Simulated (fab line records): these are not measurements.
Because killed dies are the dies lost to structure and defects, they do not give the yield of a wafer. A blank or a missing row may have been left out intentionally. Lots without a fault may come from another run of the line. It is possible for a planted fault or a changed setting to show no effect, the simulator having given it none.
fab line records    flow sky130
record: lots: 6  wafers: 18  last-day: 49
route steps=708 shown CAP2M@612 METAL4@621 PAD_OPEN@708
lots that met no fault: taken from a fault-free run of the same line
start-h: the number of hours between the record's first day and the start of the first shown wafer of the lot    wait-h: hours from the lot's prior step to this one    " as in the row above    L1.1+2: a row that stands for several wafers    - no value present, or no start provided    * or withheld: withheld    < > ~ a bound
route shown NAME@n: NAME is a module with steps in the file, n the number in the route of the first one    usual: average and standard deviation across the fault-free wafers    same: alike in all rows    chamber/n: place in a boat    sites: each site's reading    _std_site: their standard deviation    _edge_site: mean of outer sites minus mean of inner sites    radius-mm: for every site, how far away it sits from the centre of the wafer    mask NAME#n: copy n    behind: the tool/chamber that last shaped the wafer    hold: what put the lot on hold/how long, in hours/how the hold closed    device: names the non-switching transistor (n, p or np)    end of line: at the end of the route, the tests of the same wafers    a step given without rows: its recipe and nothing more    killed: not the wafer's yield, but the dies lost to structure and defects at the first sort    map: dies across one wafer; x = killed, . = not, _ = none there
set.NAME: the setting that was run; set.NAME@STEP: the one run at that earlier step    model.NAME: the simulator's own value behind a step, which no gauge read
lots at some steps of the route; a table a step, a row a wafer
services: when a tool's chamber went out of use (start-h, in hours from the record's first day, below 0 if earlier), for how many hours, and the reason
== steps ==
step: SKY_CAP2M_EXPOSE_09
recipe: mask-id: CAP2M  na: 0.6  source-shape: conventional  sigma-outer: 0.6  polarization: unpolarized  target-cd-nm: 1000  dose-mj: 159
step: SKY_CAP2M_PEB_10
recipe: temp-c: withheld  time-s: *  resist: NOVOLAK
step: SKY_CAP2M_DEVELOP_11
recipe: resist: NOVOLAK  developer: TMAH  develop-time-s: 60  dev-temp-c: 23
step: SKY_CAP2M_OVL_MEAS_12
usual: CAP2M_OVL: 0.5/1.2
lot.wafer  tool        chamber  start-h  wait-h  CAP2M_OVL[nm]
L728.1     overlay-02  -        968.74   0.1     -1.0
L728.3     "           -        "        "       -3.4
L728.5     "           -        "        "       -1.8
L732.1     overlay-02  -        1008.84  0.1     -0.4
L732.2     "           -        "        "       -0.3
L732.6     "           -        "        "       -1.3
L739.1     overlay-01  -        1047.34  0.1     -0.7
L739.2     "           -        "        "       1.2
L739.5     "           -        "        "       -0.4
L740.1     overlay-02  -        1054.13  0.1     0.1
L740.2     "           -        "        "       0.9
L740.6     "           -        "        "       -0.1
L741.1     overlay-01  -        1066.99  0.1     0.2
L741.2     "           -        "        "       0.4
L741.3     "           -        "        "       1.1
L744.1     overlay-01  -        1081.44  0.1     0.8
L744.2     "           -        "        "       -0.1
L744.4     "           -        "        "       0.1
step: SKY_CAP2M_METAL_ETCH_13
recipe: target-depth-nm: 220  stop-on: SiO2  chemistry: Cl2/BCl3  target: TiN  pressure-mtorr: 10  icp-w: 900  bias-w: 48.5  Cl2_flow_sccm: 60  bcl3-flow-sccm: 30  time-s: 61.56
usual: bcl3-flow-sccm: 30.00/0.089  drypump-motor-current-A: 5.87/0.25  oes-product-au: 0.955/0.0074  throttle-valve-pct: 21.893/0.0096
lot.wafer  tool          chamber  start-h  wait-h  bcl3-flow-sccm  drypump-motor-current-A  oes-product-au  rf-hours-counter-h  throttle-valve-pct
L728.1     rie-metal-03  1        968.78   0.0     30.05           6.03                     0.958           7                   21.887
L728.3     "             1        "        "       30.03           6.04                     0.944           -                   21.896
L728.5     "             1        "        "       30.15           6.07                     0.939           -                   21.898
L732.1     rie-metal-01  1        1008.88  0.0     29.96           5.38                     0.957           22                  21.904
L732.2     "             0        "        "       29.85           5.98                     0.954           6                   21.891
L732.6     "             0        "        "       29.98           5.99                     0.956           -                   21.877
L739.1     rie-metal-01  0        1047.37  0.0     29.88           5.95                     0.956           10                  21.884
L739.2     "             1        "        "       30.02           5.37                     0.951           1                   21.916
L739.5     "             1        "        "       29.96           5.37                     0.953           -                   21.896
L740.1     rie-metal-03  1        1054.17  0.0     29.94           6.03                     0.969           11                  21.884
L740.2     "             0        "        "       29.91           6.06                     0.961           1                   21.894
L740.6     "             0        "        "       29.86           6.06                     0.954           -                   21.890
L741.1     rie-metal-03  0        1067.03  0.0     30.05           6.07                     0.946           2                   21.894
L741.2     "             1        "        "       30.00           6.04                     0.949           12                  21.900
L741.3     "             1        "        "       30.01           6.01                     0.955           -                   21.884
L744.1     rie-metal-03  0        1081.47  0.0     29.92           6.08                     0.972           3                   21.883
L744.2     "             1        "        "       30.16           6.03                     0.954           13                  21.902
L744.4     "             0        "        "       30.00           6.08                     0.945           -                   21.885
step: SKY_CAP2M_STRIP_14
recipe: chemistry: O2/N2  power-w: 1400  pressure-mtorr: 1500  platen-temp-c: withheld  o2-flow-sccm: 3000  n2-flow-sccm: 300  overash-fraction: 0.5
usual: drypump-motor-current-A: 6.1/0.49  oes-product-au: 0.710/0.0043  strip-time-to-endpoint-s: 12.69/0.042
same: overash-fraction: 0.5
lot.wafer  tool             chamber  start-h  wait-h  drypump-motor-current-A  oes-product-au  rf-hours-counter-h  strip-time-to-endpoint-s
L728.1     plasma-asher-04  0        968.86   0.1     5.4                      0.711           20                  12.69
L728.3     "                1        "        "       6.7                      0.705           -                   12.74
L728.5     "                0        "        "       5.3                      0.712           -                   12.68
L732.1     plasma-asher-03  1        1008.96  0.1     6.4                      0.717           59                  12.67
L732.2     "                0        "        "       6.4                      0.710           59                  12.66
L732.6     "                0        "        "       6.4                      0.708           -                   12.69
L739.1     plasma-asher-02  0        1047.45  0.1     5.5                      0.715           93                  12.70
L739.2     "                1        "        "       5.9                      0.714           93                  12.67
L739.5     "                1        "        "       6.0                      0.708           -                   12.64
L740.1     plasma-asher-04  1        1054.24  0.1     6.7                      0.707           27                  12.66
L740.2     "                0        "        "       5.4                      0.715           27                  12.64
L740.6     "                0        "        "       5.4                      0.713           -                   12.65
L741.1     plasma-asher-03  0        1067.11  0.1     6.4                      0.707           65                  12.67
L741.2     "                1        "        "       6.4                      0.702           65                  12.67
L741.3     "                0        "        "       6.4                      0.698           -                   12.71
L744.1     plasma-asher-04  1        1081.55  0.1     6.7                      0.703           30                  12.65
L744.2     "                0        "        "       5.3                      0.708           30                  12.70
L744.4     "                0        "        "       5.4                      0.711           -                   12.60
step: SKY_CAP2M_STRIP_15
recipe: chemistry: post-etch-residue-remover  time-s: 1200  temp-c: 72.5
step: SKY_CAP2M_CLEAN_16
recipe: chemistry: IPA  time-s: 180  temp-c: 25
step: SKY_CAP2M_CLEAN_17
recipe: chemistry: O3/DIW  dry: n2-spin
step: SKY_METAL4_DEHYDRATE_05
recipe: temp-c: 200  time-s: 60
step: SKY_METAL4_HMDS_06
recipe: prime-time-s: 60  prime-temp-c: 120
step: SKY_METAL4_COAT_07
recipe: resist: BARC  temp-c: withheld  time-s: withheld  spin-rpm: 3000  resist-thk-nm: 60
step: SKY_METAL4_COAT_08
recipe: resist: KrF-thick  spin-rpm: 3000  resist-thk-nm: 1140
usual: dispense-pressure-kPa: 50/4.4
lot.wafer  tool            chamber  start-h  wait-h  dispense-pressure-kPa  model.KrF-thick_of_METAL4_COAT_08.thk-nm
L728.1     litho-track-01  0        982      -       55                     1139
L728.3     "               0        "        "       55                     1136
L728.5     "               0        "        "       55                     1139
L732.1     litho-track-02  0        1019     -       48                     1136
L732.2     "               0        "        "       48                     1138
L732.6     "               0        1020     -       48                     1140
L739.1     litho-track-01  0        1059     -       55                     1197
L739.2     "               0        "        "       55                     1197
L739.5     "               0        "        "       55                     1199
L740.1     litho-track-01  0        1065     -       55                     1192
L740.2     "               0        "        "       55                     1193
L740.6     "               0        "        "       55                     1193
L741.1     litho-track-03  0        1078     -       45                     1137
L741.2     "               0        "        "       45                     1136
L741.3     "               0        "        "       45                     1136
L744.1     litho-track-02  0        1091     -       48                     1139
L744.2     "               0        "        "       48                     1137
L744.4     "               0        "        "       48                     1135
step: SKY_METAL4_SOFTBAKE_09
recipe: temp-c: 100  time-s: 90  resist: KrF-thick
step: SKY_METAL4_EXPOSE_10
recipe: mask-id: MM4  na: 0.68  source-shape: annular  sigma-inner: 0.4  sigma-outer: 0.8  target-cd-nm: 300  dose-mj: 28
step: SKY_METAL4_PEB_11
recipe: peb-temp-c: withheld  peb-time-s: withheld  resist: KrF-thick
step: SKY_METAL4_DEVELOP_12
recipe: develop-time-s: 60  resist: KrF-thick  dev-temp-c: 21
step: SKY_METAL4_CD_MEAS_13
recipe: target-cd-nm: 300
usual: cd-nm: 300.2/1.5
lot.wafer  tool       chamber  start-h  wait-h  cd-nm
L728.1     cd-sem-01  -        993.84   -       299.4
L728.3     "          -        "        "       298.0
L728.5     "          -        "        "       299.2
L732.1     cd-sem-01  -        1032.79  -       299.9
L732.2     "          -        "        "       300.0
L732.6     "          -        "        "       299.8
L739.1     cd-sem-01  -        1069.29  -       304.4
L739.2     "          -        "        "       304.4
L739.5     "          -        "        "       304.4
L740.1     cd-sem-02  -        1076.64  -       301.8
L740.2     "          -        "        "       301.7
L740.6     "          -        "        "       302.7
L741.1     cd-sem-01  -        1088.34  -       299.0
L741.2     "          -        "        "       299.8
L741.3     "          -        "        "       296.6
L744.1     cd-sem-01  -        1102.53  -       299.9
L744.2     "          -        "        "       300.6
L744.4     "          -        "        "       299.9
step: SKY_METAL4_OVL_MEAS_14
usual: METAL4_OVL: -2/5.2
lot.wafer  tool        chamber  start-h  wait-h  METAL4_OVL[nm]
L728.1     overlay-02  -        993.96   0.1     -3
L728.3     "           -        "        "       -9
L728.5     "           -        "        "       -13
L732.1     overlay-02  -        1032.91  0.1     3
L732.2     "           -        "        "       1
L732.6     "           -        "        "       0
L739.1     overlay-02  -        1069.41  0.1     -2
L739.2     "           -        "        "       3
L739.5     "           -        "        "       8
L740.1     overlay-02  -        1076.76  0.1     -8
L740.2     "           -        "        "       -12
L740.6     "           -        "        "       -18
L741.1     overlay-02  -        1088.46  0.1     2
L741.2     "           -        "        "       6
L741.3     "           -        "        "       6
L744.1     overlay-01  -        1102.65  0.1     -3
L744.2     "           -        "        "       -7
L744.4     "           -        "        "       2
step: SKY_METAL4_DESCUM_15
recipe: chemistry: O2  source-power-w: 150  bias-power-w: 0  pressure-mtorr: 10  temp-c: 40  time-s: 8
usual: drypump-motor-current-A: 5.80/0.23  oes-product-au: 0.996/0.0086
same: bias-power-w: 0
lot.wafer  tool          chamber  start-h  wait-h  drypump-motor-current-A  oes-product-au  rf-hours-counter-h
L728.1     rie-metal-04  0        993.99   0.0     5.55                     1.004           25
L728.3     "             0        "        "       5.55                     1.007           -
L728.5     "             0        "        "       5.56                     1.005           -
L732.1     rie-metal-03  1        1032.94  0.0     5.99                     1.002           10
L732.2     "             1        "        "       6.01                     0.992           -
L732.6     "             1        "        "       5.99                     1.009           -
L739.1     rie-metal-02  0        1069.44  0.0     5.51                     0.994           24
L739.2     "             1        "        "       5.69                     0.998           14
L739.5     "             1        "        "       5.70                     0.998           -
L740.1     rie-metal-04  0        1076.80  0.0     5.55                     0.986           3
L740.2     "             1        "        "       5.92                     0.993           12
L740.6     "             1        "        "       5.94                     0.983           -
L741.1     rie-metal-03  0        1088.50  0.0     6.08                     1.015           3
L741.2     "             1        "        "       6.03                     0.995           14
L741.3     "             0        "        "       6.08                     0.998           -
L744.1     rie-metal-04  0        1102.69  0.0     5.57                     0.986           5
L744.2     "             1        "        "       5.94                     0.981           15
L744.4     "             0        "        "       5.56                     0.988           -
step: SKY_METAL4_ETCH_16
recipe: chemistry: N2/H2  target: BARC  ion-energy-ev: 200  bias-w: 100  pressure-mtorr: 30  n2-flow-sccm: 100  h2-flow-sccm: 200  icp-w: 500  stop-on: SiO2  time-s: 88.2  target-depth-a: 600
usual: drypump-motor-current-A: 5.80/0.23  oes-product-au: 0.626/0.0045  throttle-valve-pct: 13.204/0.0084
lot.wafer  tool          chamber  start-h  wait-h  drypump-motor-current-A  oes-product-au  rf-hours-counter-h  throttle-valve-pct
L728.1     rie-metal-04  0        994.06   0.1     5.57                     0.625           25                  13.207
L728.3     "             0        "        "       5.58                     0.631           -                   13.207
L728.5     "             0        "        "       5.57                     0.621           -                   13.205
L732.1     rie-metal-03  1        1033.01  0.1     6.07                     0.623           10                  13.206
L732.2     "             1        "        "       6.05                     0.619           -                   13.207
L732.6     "             1        "        "       6.04                     0.622           -                   13.211
L739.1     rie-metal-02  0        1069.47  0.0     5.52                     0.632           24                  13.216
L739.2     "             1        "        "       5.70                     0.630           14                  13.201
L739.5     "             1        "        "       5.69                     0.627           -                   13.209
L740.1     rie-metal-04  0        1076.83  0.0     5.59                     0.635           3                   13.211
L740.2     "             1        "        "       5.90                     0.630           12                  13.214
L740.6     "             1        "        "       5.91                     0.630           -                   13.208
L741.1     rie-metal-03  0        1088.53  0.0     6.07                     0.625           3                   13.197
L741.2     "             1        "        "       6.03                     0.621           14                  13.183
L741.3     "             0        "        "       6.08                     0.625           -                   13.227
L744.1     rie-metal-04  0        1102.72  0.0     5.57                     0.620           5                   13.210
L744.2     "             1        "        "       5.93                     0.626           15                  13.221
L744.4     "             0        "        "       5.57                     0.627           -                   13.206
step: SKY_METAL4_ETCH_17
recipe: target: SiO2  stop-on: TiN  chemistry: C4F8/O2/Ar  source-w: 1500  bias-w: 1200  pressure-mtorr: 40  c4f8-flow-sccm: withheld  O2_flow_sccm: 6  Ar_flow_sccm: 300  time-s: 3.9  target-depth-a: 150
usual: oes-product-au: 0.756/0.0062
lot.wafer  tool         chamber  start-h  wait-h  oes-product-au  rf-hours-counter-h
L728.1     rie-diel-03  1        994.25   0.2     0.750           6
L728.3     "            2        "        "       0.749           14
L728.5     "            2        "        "       0.761           -
L732.1     rie-diel-04  3        1033.20  0.2     0.744           26
L732.2     "            2        "        "       0.746           10
L732.6     "            1        "        "       0.752           -
L739.1     rie-diel-01  3        1069.57  0.1     0.745           3
L739.2     "            2        "        "       0.754           11
L739.5     "            0        "        "       0.758           -
L740.1     rie-diel-04  1        1076.93  0.1     0.754           26
L740.2     "            3        "        "       0.757           28
L740.6     "            0        "        "       0.757           -
L741.1     rie-diel-03  2        1088.63  0.1     0.763           17
L741.2     "            0        "        "       0.760           25
L741.3     "            3        "        "       0.763           22
L744.1     rie-diel-04  1        1102.82  0.1     0.762           27
L744.2     "            0        "        "       0.758           15
L744.4     "            2        "        "       0.748           12
step: SKY_METAL4_METAL_ETCH_18
recipe: target-depth-a: 8450  stop-on: SiO2  over-etch-frac: 0.3  time-s: 175.1  chemistry: Cl2/BCl3  resist-sidewall-deg: 88  pressure-mtorr: 10  icp-w: 900  bias-w: 48.5  Cl2_flow_sccm: 60  bcl3-flow-sccm: 30
usual: bcl3-flow-sccm: 29.99/0.087  drypump-motor-current-A: 5.75/0.21  oes-product-au: 0.889/0.0054  throttle-valve-pct: 22.264/0.0093
lot.wafer  tool          chamber  start-h  wait-h  bcl3-flow-sccm  drypump-motor-current-A  oes-product-au  rf-hours-counter-h  throttle-valve-pct  model.KrF-thick_of_METAL4_COAT_08.thk-nm
L728.1     rie-metal-03  0        994.27   0.0     30.04           6.09                     0.891           23                  22.258              552
L728.3     "             0        "        "       29.98           6.08                     0.891           -                   22.269              548.6
L728.5     "             0        "        "       29.97           6.10                     0.900           -                   22.272              550
L732.1     rie-metal-02  0        1033.22  0.0     29.95           5.50                     0.884           21                  22.253              551.7
L732.2     "             1        "        "       30.15           5.69                     0.884           11                  22.246              549.8
L732.6     "             0        "        "       29.75           5.51                     0.883           -                   22.241              552
L739.1     rie-metal-03  1        1069.59  0.0     29.89           6.04                     0.884           12                  22.256              610.9
L739.2     "             0        "        "       30.00           6.06                     0.884           2                   22.261              603.9
L739.5     "             0        "        "       29.92           6.09                     0.893           -                   22.266              601.9
L740.1     rie-metal-02  0        1076.95  0.0     29.92           5.50                     0.894           24                  22.260              607.1
L740.2     "             1        "        "       30.11           5.70                     0.890           14                  22.263              604.8
L740.6     "             0        "        "       30.05           5.48                     0.889           -                   22.269              604.5
L741.1     rie-metal-04  1        1088.65  0.0     30.21           5.90                     0.884           14                  22.262              558.1
L741.2     "             0        "        "       30.07           5.58                     0.888           4                   22.260              562.3
L741.3     "             0        "        "       30.05           5.55                     0.879           -                   22.277              562.4
L744.1     rie-metal-02  0        1102.84  0.0     30.05           5.50                     0.886           26                  22.264              557
L744.2     "             1        "        "       29.89           5.69                     0.886           16                  22.278              550.2
L744.4     "             1        "        "       29.82           5.66                     0.887           -                   22.276              544.1
step: SKY_METAL4_STRIP_19
recipe: chemistry: O2/N2  power-w: 1400  pressure-mtorr: 1500  platen-temp-c: withheld  o2-flow-sccm: 3000  n2-flow-sccm: 300  overash-fraction: 0.5
usual: drypump-motor-current-A: 5.9/0.45  oes-product-au: 0.513/0.0059  strip-time-to-endpoint-s: 6.80/0.066
same: overash-fraction: 0.5
lot.wafer  tool             chamber  start-h  wait-h  drypump-motor-current-A  oes-product-au  rf-hours-counter-h  strip-time-to-endpoint-s
L728.1     plasma-asher-02  0        994.63   0.3     5.5                      0.522           87                  6.80
L728.3     "                1        "        "       5.9                      0.506           -                   6.76
L728.5     "                1        "        "       6.0                      0.505           -                   6.76
L732.1     plasma-asher-01  0        1033.40  0.1     6.0                      0.508           117                 6.79
L732.2     "                1        "        "       5.6                      0.514           117                 6.76
L732.6     "                0        "        "       6.0                      0.515           -                   6.79
L739.1     plasma-asher-02  0        1069.77  0.1     5.5                      0.535           95                  7.37
L739.2     "                1        "        "       6.0                      0.532           95                  7.31
L739.5     "                0        "        "       5.5                      0.538           -                   7.28
L740.1     plasma-asher-02  0        1077.13  0.1     5.5                      0.535           96                  7.32
L740.2     "                1        "        "       5.9                      0.535           96                  7.30
L740.6     "                0        "        "       5.5                      0.540           -                   7.30
L741.1     plasma-asher-04  1        1088.83  0.1     6.7                      0.514           31                  6.83
L741.2     "                0        "        "       5.4                      0.503           31                  6.89
L741.3     "                0        "        "       5.4                      0.517           -                   6.89
L744.1     plasma-asher-02  1        1103.01  0.1     5.9                      0.524           98                  6.84
L744.2     "                0        "        "       5.5                      0.510           98                  6.75
L744.4     "                0        "        "       5.5                      0.510           -                   6.68
step: SKY_METAL4_STRIP_20
recipe: chemistry: post-etch-residue-remover  time-s: 1200  temp-c: 72.5
step: SKY_PAD_OPEN_PROBE_99
usual: defect-limited-yield: 82.1/1.9  killed_at_M0_to_M3: 45/6.8  killed_at_M4_up: 3.0/1.7  killed-at-contacts: 25/5.7  killed-at-front-end: 15/4.6  killed-at-other: 0.3/0.66  killed-dies: 88/9.5  killed-open: 48/7.3  killed-short: 39/6.5  sort_bin_3_pad_short: 0.9/0.47  sort_bin_5_function: 10.6/1.5  sort_bin_6_memory: 6.4/1.2  sort-n-pass: 404/9.5  sort-yield-pct: 82.1/1.9
same: gross-dies: 492  killed-at-back-side: 0  sort_bin_4_leakage[%]: 0  sort_bin_8_speed[%]: 0
lot.wafer  tool       chamber  start-h  wait-h  defect-limited-yield[%]  killed_at_M0_to_M3  killed_at_M4_up  killed-at-contacts  killed-at-front-end  killed-at-other  killed-dies  killed-open  killed-short  sort_bin_3_pad_short[%]  sort_bin_5_function[%]  sort_bin_6_memory[%]  sort-n-pass  sort-yield-pct[%]
L728.1     prober-01  -        1088.58  0.1     82.3                     34                  2                33                  18                   0                87           50           36            0.4                      11.4                    5.9                   405          82.3
L728.3     prober-01  -        1088.68  0.2     83.1                     39                  2                27                  15                   0                83           60           23            0.2                      10.6                    6.1                   409          83.1
L728.5     prober-01  -        1088.78  0.2     84.1                     42                  3                21                  12                   0                78           40           38            1.2                      9.6                     5.1                   414          84.1
L741.1     prober-02  -        1170.60  0.1     85.2                     39                  3                17                  14                   0                73           35           37            0                        10.6                    4.3                   419          85.2
L741.2     prober-02  -        1170.65  0.1     81.1                     32                  3                35                  21                   2                93           48           42            1.0                      11.4                    6.5                   399          81.1
L741.3     prober-02  -        1170.70  0.2     83.3                     39                  3                21                  18                   1                82           47           31            1.0                      6.9                     8.7                   410          83.3
L744.1     prober-01  -        1181.65  0.1     82.3                     39                  2                27                  19                   0                87           56           31            0.8                      9.6                     7.3                   405          82.3
L744.2     prober-01  -        1181.70  0.1     82.7                     46                  2                22                  15                   0                85           42           43            1.2                      11.2                    4.9                   407          82.7
L744.4     prober-01  -        1181.80  0.2     85.4                     34                  3                25                  9                    1                72           41           30            0.4                      9.6                     4.7                   420          85.4
killed by level:class
L728.1 LI_CONTACT:geometric-particle:open=11 CONTACT:geometric-particle:short=10 VIA1:geometric-particle:open=7 POLY_GATE:geometric-particle:open=6 LOCAL_INTERCONNECT:geometric-particle:short=5 CONTACT:geometric-particle:open=5 VIA3:geometric-particle:open=5 FIELD_ISO:geometric-particle:open=4
L728.3 CONTACT:geometric-particle:open=13 LI_CONTACT:geometric-particle:open=11 VIA1:geometric-particle:open=10 VIA3:geometric-particle:open=6 FIELD_ISO:geometric-particle:open=5 METAL1:geometric-particle:short=5 METAL2:geometric-particle:short=4 POLY_GATE:geometric-particle:open=3
L728.5 VIA1:geometric-particle:open=6 CONTACT:geometric-particle:open=6 VIA3:geometric-particle:open=6 METAL1:geometric-particle:short=6 VIA2:geometric-particle:open=6 METAL2:geometric-particle:short=5 POLY_GATE:geometric-particle:open=4 CONTACT:geometric-particle:short=4
L741.1 METAL1:geometric-particle:short=7 VIA3:geometric-particle:open=7 CONTACT:geometric-particle:short=5 VIA1:geometric-particle:open=5 VIA2:geometric-particle:open=5 LI_CONTACT:geometric-particle:open=4 FIELD_ISO:geometric-particle:open=3 FIELD_ISO:geometric-particle:short=3
L741.2 CONTACT:geometric-particle:open=15 METAL1:geometric-particle:short=7 LI_CONTACT:geometric-particle:open=6 CONTACT:geometric-particle:short=6 POLY_GATE:geometric-particle:open=5 SPACER:geometric-particle:open=5 LOCAL_INTERCONNECT:geometric-particle:short=5 FIELD_ISO:geometric-particle:open=4
L741.3 VIA1:geometric-particle:open=7 VIA3:geometric-particle:open=7 LI_CONTACT:geometric-particle:open=6 VIA2:geometric-particle:open=6 POLY_GATE:geometric-particle:open=5 CONTACT:geometric-particle:open=5 CONTACT:geometric-particle:short=5 METAL2:geometric-particle:short=4
L744.1 VIA1:geometric-particle:open=11 LI_CONTACT:geometric-particle:open=10 CONTACT:geometric-particle:open=8 FIELD_ISO:geometric-particle:short=6 VIA3:geometric-particle:open=6 VIA2:geometric-particle:open=6 METAL1:geometric-particle:short=5 CONTACT:geometric-particle:short=5
L744.2 METAL1:geometric-particle:short=10 LI_CONTACT:geometric-particle:open=9 VIA3:geometric-particle:open=7 FIELD_ISO:geometric-particle:short=6 VIA2:geometric-particle:open=6 CONTACT:geometric-particle:short=6 FIELD_ISO:geometric-particle:open=5 VIA1:geometric-particle:short=5
L744.4 LI_CONTACT:geometric-particle:open=8 CONTACT:geometric-particle:open=8 VIA2:geometric-particle:open=7 VIA3:geometric-particle:open=5 VIA1:geometric-particle:open=5 METAL2:geometric-particle:short=5 VIA2:geometric-particle:short=4 FIELD_ISO:geometric-particle:short=3
== services ==
tool             chamber  start-h  hours  kind
rie-diel-04      -        978.72   2.8    pm
plasma-asher-04  -        991.30   8.7    repair
rie-metal-03     1        992.30   8.1    repair
rie-diel-03      0        993.56   6.4    repair
plasma-asher-01  -        1002.24  2.8    pm
rie-metal-04     0        1004.30  -      clean
rie-metal-04     0        1004.30  21.4   scheduled-down
rie-metal-04     0        1004.30  21.4   vent-cycle
litho-track-02   -        1012.56  -      consumable-replace:filter
rie-metal-01     1        1014.96  -      clean
rie-metal-01     1        1014.96  18.7   scheduled-down
rie-metal-01     1        1014.96  18.7   vent-cycle
rie-diel-01      3        1015.87  22.5   repair
rie-metal-03     0        1021.34  -      clean
rie-metal-03     0        1021.34  18.6   scheduled-down
rie-metal-03     0        1021.34  18.6   vent-cycle
rie-diel-01      1        1031.60  3.4    repair
rie-metal-03     -        1045.26  1.4    repair
rie-metal-02     -        1045.87  0.3    repair
rie-diel-03      2        1048.92  9.0    repair
plasma-asher-01  -        1055.25  9.0    pm
rie-diel-01      -        1076.38  2.8    pm
rie-diel-01      1        1083.16  3.3    repair
plasma-asher-03  -        1091.79  2.8    pm
== key ==
first-sign: step: SKY_METAL4_CD_MEAS_13  reading: cd-nm  direction: up  sigmas: 2.1  usual: 300.2  struck: 303.2
effect: step: SKY_METAL4_STRIP_19  reading: strip-time-to-endpoint-s  direction: up  sigmas: 7.8  usual: *  struck: *
model-effect: step: SKY_METAL4_COAT_08  value: KrF-thick_of_METAL4_COAT_08.thk-nm  without: 1142  struck: 1195
model-effect: step: SKY_METAL4_METAL_ETCH_18  value: KrF-thick_of_METAL4_COAT_08.thk-nm  without: 552.2  struck: 605.5
met-at SKY_METAL4_COAT_08
struck-wafers L739.1,L739.2,L739.5,L740.1,L740.2,L740.6
onset-between 982 1059
fault: kind: process-parameter-drift  tool: litho-track-01  chamber: -  onset-h: 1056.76  steps: SKY_METAL4_COAT_08  channel: resist-thk-nm  offset: 53.259  shape: step  end-h: 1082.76  acts-in: these-recipes-only  stated: 1140
